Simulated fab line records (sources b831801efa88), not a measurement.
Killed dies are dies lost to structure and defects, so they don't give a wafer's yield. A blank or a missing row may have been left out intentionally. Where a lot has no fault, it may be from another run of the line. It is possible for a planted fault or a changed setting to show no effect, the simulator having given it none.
What tool caused it? / flow sky130 / 24 lots with 72 wafers sampled at 5 steps, on a route of 708 steps

## WHAT THE GAUGES SHOWED, per wafer
SKY_CONTACT_RS_MEAS_25: uses a four-point probe to measure. Usual: CONTACT_W_RS 0.335 ohm/sq, standard deviation 0.0043.
lot=L074; measured=day 31 09:35; on=film-metro-03; CONTACT_W_RS (ohm/sq)=0.333 0.346 0.333; flag=
lot=L075; measured=day 31 19:46; on=film-metro-03; CONTACT_W_RS (ohm/sq)=0.343 0.340 0.337; flag=
lot=L076; measured=day 32 06:42; on=film-metro-02; CONTACT_W_RS (ohm/sq)=0.330 0.336 0.332; flag=
lot=L077; measured=day 32 15:38; on=film-metro-03; CONTACT_W_RS (ohm/sq)=0.335 0.330 0.334; flag=
lot=L078; measured=day 33 01:15; on=film-metro-03; CONTACT_W_RS (ohm/sq)=0.341 0.340 0.339; flag=
lot=L079; measured=day 33 16:11; on=film-metro-04; CONTACT_W_RS (ohm/sq)=0.342 0.343 0.337; flag=
lot=L080; measured=day 33 18:37; on=film-metro-03; CONTACT_W_RS (ohm/sq)=0.342 0.335 0.337; flag=
lot=L081; measured=day 34 06:44; on=film-metro-02; CONTACT_W_RS (ohm/sq)=0.343 0.338 0.341; flag=
lot=L082; measured=day 34 11:34; on=film-metro-03; CONTACT_W_RS (ohm/sq)=0.334 0.343 0.334; flag=
lot=L083; measured=day 34 17:07; on=film-metro-02; CONTACT_W_RS (ohm/sq)=0.334 0.326 0.338; flag=
lot=L084; measured=day 34 23:54; on=film-metro-04; CONTACT_W_RS (ohm/sq)=0.332 0.332 0.338; flag=
lot=L085; measured=day 35 11:59; on=film-metro-03; CONTACT_W_RS (ohm/sq)=0.334 0.337 0.339; flag=
lot=L086; measured=day 35 17:01; on=film-metro-04; CONTACT_W_RS (ohm/sq)=0.337 0.334 0.336; flag=
lot=L087; measured=day 36 00:35; on=film-metro-02; CONTACT_W_RS (ohm/sq)=0.327 0.335 0.335; flag=
lot=L089; measured=day 36 05:55; on=film-metro-04; CONTACT_W_RS (ohm/sq)=0.337 0.329 0.335; flag=
lot=L088; measured=day 36 07:58; on=film-metro-03; CONTACT_W_RS (ohm/sq)=0.327 0.332 0.333; flag=
lot=L090; measured=day 36 19:42; on=film-metro-03; CONTACT_W_RS (ohm/sq)=0.335 0.336 0.335; flag=
lot=L091; measured=day 37 04:50; on=film-metro-04; CONTACT_W_RS (ohm/sq)=0.329 0.332 0.337; flag=
lot=L092; measured=day 37 09:50; on=film-metro-03; CONTACT_W_RS (ohm/sq)=0.332 0.332 0.336; flag=
lot=L093; measured=day 37 20:10; on=film-metro-03; CONTACT_W_RS (ohm/sq)=0.335 0.338 0.334; flag=
lot=L094; measured=day 38 01:47; on=film-metro-02; CONTACT_W_RS (ohm/sq)=0.338 0.329 0.334; flag=
lot=L095; measured=day 38 10:33; on=film-metro-04; CONTACT_W_RS (ohm/sq)=0.328 0.330 0.331; flag=
lot=L096; measured=day 38 18:07; on=film-metro-03; CONTACT_W_RS (ohm/sq)=0.336 0.329 0.332; flag=
lot=L097; measured=day 38 23:31; on=film-metro-02; CONTACT_W_RS (ohm/sq)=0.334 0.334 0.333; flag=

SKY_VIA3_THK_MEAS_01. Usual: VIA3_HDPCVD_THK 1637 nm, standard deviation 15.
lot=L074; measured=day 38 10:19; on=film-metro-01; VIA3_HDPCVD_THK (nm)=1666 1669 1631; flag=
lot=L075; measured=day 38 18:32; on=film-metro-01; VIA3_HDPCVD_THK (nm)=1632 1655 1639; flag=
lot=L076; measured=day 39 04:42; on=film-metro-04; VIA3_HDPCVD_THK (nm)=1623 1645 1649; flag=
lot=L077; measured=day 39 12:59; on=film-metro-01; VIA3_HDPCVD_THK (nm)=1656 1645 1645; flag=
lot=L078; measured=day 39 21:52; on=film-metro-02; VIA3_HDPCVD_THK (nm)=1648 1641 1659; flag=
lot=L079; measured=day 40 10:21; on=film-metro-02; VIA3_HDPCVD_THK (nm)=1619 1645 1629; flag=
lot=L080; measured=day 40 12:56; on=film-metro-02; VIA3_HDPCVD_THK (nm)=1613 1620 1626; flag=
lot=L081; measured=day 41 00:54; on=film-metro-04; VIA3_HDPCVD_THK (nm)=1635 1626 1640; flag=
lot=L082; measured=day 41 05:10; on=film-metro-02; VIA3_HDPCVD_THK (nm)=1636 1644 1652; flag=
lot=L083; measured=day 41 10:48; on=film-metro-04; VIA3_HDPCVD_THK (nm)=1617 1615 1643; flag=
lot=L084; measured=day 41 15:58; on=film-metro-04; VIA3_HDPCVD_THK (nm)=1636 1625 1646; flag=
lot=L085; measured=day 42 03:03; on=film-metro-01; VIA3_HDPCVD_THK (nm)=1639 1642 1628; flag=
lot=L086; measured=day 42 06:27; on=film-metro-01; VIA3_HDPCVD_THK (nm)=1647 1623 1630; flag=
lot=L087; measured=day 42 13:47; on=film-metro-02; VIA3_HDPCVD_THK (nm)=1621 1650 1612; flag=
lot=L089; measured=day 42 18:52; on=film-metro-01; VIA3_HDPCVD_THK (nm)=1667 1654 1635; flag=
lot=L088; measured=day 42 20:41; on=film-metro-02; VIA3_HDPCVD_THK (nm)=1644 1655 1655; flag=
lot=L090; measured=day 43 07:11; on=film-metro-02; VIA3_HDPCVD_THK (nm)=1616 1633 1618; flag=
lot=L091; measured=day 43 17:29; on=film-metro-04; VIA3_HDPCVD_THK (nm)=1649 1625 1638; flag=
lot=L092; measured=day 43 19:34; on=film-metro-01; VIA3_HDPCVD_THK (nm)=1637 1610 1626; flag=
lot=L093; measured=day 44 04:56; on=film-metro-04; VIA3_HDPCVD_THK (nm)=1629 1620 1640; flag=
lot=L094; measured=day 44 08:50; on=film-metro-04; VIA3_HDPCVD_THK (nm)=1612 1619 1622; flag=
lot=L095; measured=day 44 16:59; on=film-metro-01; VIA3_HDPCVD_THK (nm)=1618 1644 1630; flag=
lot=L096; measured=day 45 00:52; on=film-metro-01; VIA3_HDPCVD_THK (nm)=1622 1639 1634; flag=
lot=L097; measured=day 45 03:06; on=film-metro-01; VIA3_HDPCVD_THK (nm)=1642 1617 1631; flag=

SKY_VIA3_OVL_MEAS_13. Usual: VIA3_OVL -2 nm, standard deviation 4.2.
lot=L074; measured=day 39 11:07; on=overlay-01; VIA3_OVL (nm)=-11 1 -5; flag=
lot=L075; measured=day 39 19:58; on=overlay-01; VIA3_OVL (nm)=-6 -9 2; flag=
lot=L076; measured=day 40 06:03; on=overlay-02; VIA3_OVL (nm)=-8 -12 -7; flag=
lot=L077; measured=day 40 14:25; on=overlay-02; VIA3_OVL (nm)=-3 -3 1; flag=
lot=L078; measured=day 40 23:19; on=overlay-01; VIA3_OVL (nm)=-8 -1 -9; flag=
lot=L079; measured=day 41 11:23; on=overlay-02; VIA3_OVL (nm)=-8 1 -2; flag=
lot=L080; measured=day 41 13:34; on=overlay-02; VIA3_OVL (nm)=-3 7 5; flag=
lot=L081; measured=day 42 01:22; on=overlay-02; VIA3_OVL (nm)=-9 -3 -5; flag=
lot=L082; measured=day 42 05:34; on=overlay-02; VIA3_OVL (nm)=-4 -8 -9; flag=
lot=L083; measured=day 42 10:54; on=overlay-01; VIA3_OVL (nm)=4 -3 -2; flag=
lot=L084; measured=day 42 16:01; on=overlay-01; VIA3_OVL (nm)=6 2 1; flag=
lot=L085; measured=day 43 02:35; on=overlay-01; VIA3_OVL (nm)=3 0 1; flag=
lot=L086; measured=day 43 05:02; on=overlay-02; VIA3_OVL (nm)=3 3 0; flag=
lot=L087; measured=day 43 13:07; on=overlay-01; VIA3_OVL (nm)=-2 -9 -6; flag=
lot=L089; measured=day 43 18:01; on=overlay-02; VIA3_OVL (nm)=-7 -1 -5; flag=
lot=L088; measured=day 43 20:25; on=overlay-02; VIA3_OVL (nm)=-4 -10 -5; flag=
lot=L090; measured=day 44 06:37; on=overlay-01; VIA3_OVL (nm)=0 -2 2; flag=
lot=L091; measured=day 44 16:53; on=overlay-02; VIA3_OVL (nm)=4 1 -2; flag=
lot=L092; measured=day 44 18:02; on=overlay-01; VIA3_OVL (nm)=-4 -3 -2; flag=
lot=L093; measured=day 45 03:31; on=overlay-01; VIA3_OVL (nm)=-2 3 -1; flag=
lot=L094; measured=day 45 05:53; on=overlay-02; VIA3_OVL (nm)=1 -3 1; flag=
lot=L095; measured=day 45 14:14; on=overlay-01; VIA3_OVL (nm)=-2 -2 -6; flag=
lot=L096; measured=day 45 21:38; on=overlay-02; VIA3_OVL (nm)=-2 -3 -3; flag=
lot=L097; measured=day 46 00:52; on=overlay-01; VIA3_OVL (nm)=-6 2 -2; flag=

## EACH LOT AND THE TOOL THAT RAN IT (in order: tool; ch and the chambers of the sampled wafers; start)
lot=L074; SKY_METAL1_SPUTTER_00=pvd-sputter-03, day 31 10:04; SKY_METAL1_SPUTTER_01=pvd-sputter-03, day 31 10:05
lot=L075; SKY_METAL1_SPUTTER_00=pvd-sputter-03, day 31 20:15; SKY_METAL1_SPUTTER_01=pvd-sputter-03, day 31 20:16
lot=L076; SKY_METAL1_SPUTTER_00=pvd-sputter-04, day 32 07:10; SKY_METAL1_SPUTTER_01=pvd-sputter-04, day 32 07:11
lot=L077; SKY_METAL1_SPUTTER_00=pvd-sputter-04, day 32 16:07; SKY_METAL1_SPUTTER_01=pvd-sputter-04, day 32 16:08
lot=L078; SKY_METAL1_SPUTTER_00=pvd-sputter-04, day 33 01:43; SKY_METAL1_SPUTTER_01=pvd-sputter-04, day 33 01:44
lot=L079; SKY_METAL1_SPUTTER_00=pvd-sputter-04, day 33 16:40; SKY_METAL1_SPUTTER_01=pvd-sputter-04, day 33 16:41
lot=L080; SKY_METAL1_SPUTTER_00=pvd-sputter-02, day 33 19:05; SKY_METAL1_SPUTTER_01=pvd-sputter-02, day 33 19:07
lot=L081; SKY_METAL1_SPUTTER_00=pvd-sputter-04, day 34 07:13; SKY_METAL1_SPUTTER_01=pvd-sputter-04, day 34 07:14
lot=L082; SKY_METAL1_SPUTTER_00=pvd-sputter-02, day 34 12:03; SKY_METAL1_SPUTTER_01=pvd-sputter-02, day 34 12:05
lot=L083; SKY_METAL1_SPUTTER_00=pvd-sputter-03, day 34 17:35; SKY_METAL1_SPUTTER_01=pvd-sputter-03, day 34 17:37
lot=L084; SKY_METAL1_SPUTTER_00=pvd-sputter-02, day 35 00:23; SKY_METAL1_SPUTTER_01=pvd-sputter-02, day 35 00:24
lot=L085; SKY_METAL1_SPUTTER_00=pvd-sputter-02, day 35 12:28; SKY_METAL1_SPUTTER_01=pvd-sputter-02, day 35 12:30
lot=L086; SKY_METAL1_SPUTTER_00=pvd-sputter-03, day 35 17:47; SKY_METAL1_SPUTTER_01=pvd-sputter-03, day 35 17:48
lot=L087; SKY_METAL1_SPUTTER_00=pvd-sputter-02, day 36 01:01; SKY_METAL1_SPUTTER_01=pvd-sputter-02, day 36 01:03
lot=L089; SKY_METAL1_SPUTTER_00=pvd-sputter-04, day 36 06:23; SKY_METAL1_SPUTTER_01=pvd-sputter-04, day 36 06:25
lot=L088; SKY_METAL1_SPUTTER_00=pvd-sputter-04, day 36 08:27; SKY_METAL1_SPUTTER_01=pvd-sputter-04, day 36 08:28
lot=L090; SKY_METAL1_SPUTTER_00=pvd-sputter-02, day 36 20:11; SKY_METAL1_SPUTTER_01=pvd-sputter-02, day 36 20:13
lot=L091; SKY_METAL1_SPUTTER_00=pvd-sputter-02, day 37 05:19; SKY_METAL1_SPUTTER_01=pvd-sputter-02, day 37 05:20
lot=L092; SKY_METAL1_SPUTTER_00=pvd-sputter-04, day 37 10:19; SKY_METAL1_SPUTTER_01=pvd-sputter-04, day 37 10:20
lot=L093; SKY_METAL1_SPUTTER_00=pvd-sputter-03, day 37 20:42; SKY_METAL1_SPUTTER_01=pvd-sputter-03, day 37 20:44
lot=L094; SKY_METAL1_SPUTTER_00=pvd-sputter-03, day 38 02:16; SKY_METAL1_SPUTTER_01=pvd-sputter-03, day 38 02:17
lot=L095; SKY_METAL1_SPUTTER_00=pvd-sputter-03, day 38 11:02; SKY_METAL1_SPUTTER_01=pvd-sputter-03, day 38 11:03
lot=L096; SKY_METAL1_SPUTTER_00=pvd-sputter-03, day 38 18:36; SKY_METAL1_SPUTTER_01=pvd-sputter-03, day 38 18:38
lot=L097; SKY_METAL1_SPUTTER_00=pvd-sputter-02, day 38 23:59; SKY_METAL1_SPUTTER_01=pvd-sputter-02, day 39 00:00
- SKY_METAL1_SPUTTER_00: material Ti, target thk 15 nm, time 10 s.
- SKY_METAL1_SPUTTER_01: material TiN, target thk 20 nm, time 16.7 s.

## WHAT THE TOOLS THEMSELVES READ (means of the sampled wafers that have a number; where no wafer has one, the mark that the record gives instead)
SKY_METAL1_SPUTTER_00. Usual: throttle-valve-pct at 30.0 %, with a standard deviation of 1.1.
lot=L074; tool=pvd-sputter-03; throttle-valve-pct (%)=29.3; flag=
lot=L075; tool=pvd-sputter-03; throttle-valve-pct (%)=29.4; flag=
lot=L076; tool=pvd-sputter-04; throttle-valve-pct (%)=30.6; flag=
lot=L077; tool=pvd-sputter-04; throttle-valve-pct (%)=31.2; flag=
lot=L078; tool=pvd-sputter-04; throttle-valve-pct (%)=30.2; flag=
lot=L079; tool=pvd-sputter-04; throttle-valve-pct (%)=31.3; flag=
lot=L080; tool=pvd-sputter-02; throttle-valve-pct (%)=29.7; flag=
lot=L081; tool=pvd-sputter-04; throttle-valve-pct (%)=30.1; flag=
lot=L082; tool=pvd-sputter-02; throttle-valve-pct (%)=29.8; flag=
lot=L083; tool=pvd-sputter-03; throttle-valve-pct (%)=29.7; flag=
lot=L084; tool=pvd-sputter-02; throttle-valve-pct (%)=29.4; flag=
lot=L085; tool=pvd-sputter-02; throttle-valve-pct (%)=29.8; flag=
lot=L086; tool=pvd-sputter-03; throttle-valve-pct (%)=29.5; flag=
lot=L087; tool=pvd-sputter-02; throttle-valve-pct (%)=29.6; flag=
lot=L089; tool=pvd-sputter-04; throttle-valve-pct (%)=30.3; flag=
lot=L088; tool=pvd-sputter-04; throttle-valve-pct (%)=30.2; flag=
lot=L090; tool=pvd-sputter-02; throttle-valve-pct (%)=29.6; flag=
lot=L091; tool=pvd-sputter-02; throttle-valve-pct (%)=30.2; flag=
lot=L092; tool=pvd-sputter-04; throttle-valve-pct (%)=30.0; flag=
lot=L093; tool=pvd-sputter-03; throttle-valve-pct (%)=29.7; flag=
lot=L094; tool=pvd-sputter-03; throttle-valve-pct (%)=29.8; flag=
lot=L095; tool=pvd-sputter-03; throttle-valve-pct (%)=29.5; flag=
lot=L096; tool=pvd-sputter-03; throttle-valve-pct (%)=29.7; flag=
lot=L097; tool=pvd-sputter-02; throttle-valve-pct (%)=29.7; flag=

SKY_METAL1_SPUTTER_01. Usual: throttle-valve-pct at 30.0 %, with a standard deviation of 1.
lot=L074; tool=pvd-sputter-03; throttle-valve-pct (%)=29.3; flag=
lot=L075; tool=pvd-sputter-03; throttle-valve-pct (%)=29.6; flag=
lot=L076; tool=pvd-sputter-04; throttle-valve-pct (%)=30.7; flag=
lot=L077; tool=pvd-sputter-04; throttle-valve-pct (%)=31.0; flag=
lot=L078; tool=pvd-sputter-04; throttle-valve-pct (%)=30.2; flag=
lot=L079; tool=pvd-sputter-04; throttle-valve-pct (%)=31.4; flag=
lot=L080; tool=pvd-sputter-02; throttle-valve-pct (%)=29.8; flag=
lot=L081; tool=pvd-sputter-04; throttle-valve-pct (%)=30.5; flag=
lot=L082; tool=pvd-sputter-02; throttle-valve-pct (%)=29.8; flag=
lot=L083; tool=pvd-sputter-03; throttle-valve-pct (%)=29.7; flag=
lot=L084; tool=pvd-sputter-02; throttle-valve-pct (%)=29.5; flag=
lot=L085; tool=pvd-sputter-02; throttle-valve-pct (%)=30.0; flag=
lot=L086; tool=pvd-sputter-03; throttle-valve-pct (%)=29.4; flag=
lot=L087; tool=pvd-sputter-02; throttle-valve-pct (%)=29.6; flag=
lot=L089; tool=pvd-sputter-04; throttle-valve-pct (%)=30.4; flag=
lot=L088; tool=pvd-sputter-04; throttle-valve-pct (%)=30.0; flag=
lot=L090; tool=pvd-sputter-02; throttle-valve-pct (%)=29.6; flag=
lot=L091; tool=pvd-sputter-02; throttle-valve-pct (%)=30.0; flag=
lot=L092; tool=pvd-sputter-04; throttle-valve-pct (%)=30.0; flag=
lot=L093; tool=pvd-sputter-03; throttle-valve-pct (%)=29.8; flag=
lot=L094; tool=pvd-sputter-03; throttle-valve-pct (%)=29.8; flag=
lot=L095; tool=pvd-sputter-03; throttle-valve-pct (%)=29.4; flag=
lot=L096; tool=pvd-sputter-03; throttle-valve-pct (%)=29.6; flag=
lot=L097; tool=pvd-sputter-02; throttle-valve-pct (%)=29.8; flag=

## THE ANSWER, worked out from the rows above alone
Rule: take the mean of a lot's wafers that have a number; if it is more than 3 standard deviations from the usual mean, the lot is off. Also off: a lot with no number at a reading for which 4 or more lots have one. The other lots that the step has rows for count as sound. The gauges are gone through in route order, then the tools' own readings, and for those a lot's mean is taken as printed above. At the first step where some lot is off, the reading lying furthest off is the one used; lots without a number count as furthest.
Nothing can be told from this: no lot is off at any reading shown.

## WHAT THE SIMULATOR HAD INSERTED
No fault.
